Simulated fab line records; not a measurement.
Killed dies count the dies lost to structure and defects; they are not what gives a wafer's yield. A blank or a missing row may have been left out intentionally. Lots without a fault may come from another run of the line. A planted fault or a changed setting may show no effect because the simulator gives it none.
Chamber matching | flow gf180mcu | hdpcvd-02 running GF_CONTACT_CVD_00: 3 sister chambers
The step deposits SiO2, target thk 300 nm, time 50 s. 6 wafers are shown with their chamber, then 9 later ones without.

EACH WAFER AND ITS CHAMBER
wafer  | chamber | sih4-flow-sccm (sccm)
L437.1 | 1       | 60.01
L437.2 | 0       | 59.80
L437.6 | 2       | 60.15
L439.1 | 2       | 59.95
L439.3 | 0       | 59.90
L439.5 | 1       | 59.90

WAFERS MISSING THEIR CHAMBER
wafer  | sih4-flow-sccm (sccm)
L440.1 | 60.15
L440.4 | 59.95
L440.6 | 59.44
L442.1 | 59.99
L442.4 | 60.09
L442.5 | 59.71
L443.2 | 59.84
L443.3 | 60.36
L443.4 | 59.94

THE CHAMBER EACH PASSED THROUGH
wafer  | from the rows above          | in truth
L440.1 | can't be placed: 2 or 1 or 0 | 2
L440.4 | can't be placed: 1 or 2 or 0 | 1
L440.6 | can't be placed: 0 or 1 or 2 | 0
L442.1 | can't be placed: 1 or 2 or 0 | 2
L442.4 | can't be placed: 2 or 1 or 0 | 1
L442.5 | can't be placed: 0 or 1 or 2 | 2
L443.2 | can't be placed: 0 or 1 or 2 | 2
L443.3 | can't be placed: 2 or 1 or 0 | 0
L443.4 | can't be placed: 1 or 0 or 2 | 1
Correct placement for 0 of the 9. These rows do not allow placing 9 (true chamber among the candidates in 9). Wrongly placed: 0.
How it was worked out, from the rows above alone: a wafer's distance from a chamber is the root of the sum, over the readings, of the square of ((its reading less the chamber's mean) divided by the reading's scatter). If the next closest chamber is less than 2 further off than the closest, the wafer can't be placed; otherwise it belongs to the closest. For every chamber, the mean is computed from those of its wafers that are shown. The scatter: the root of (the sum of the squares of (reading less its chamber's mean) over the shown wafers, divided by (wafers less chambers)).
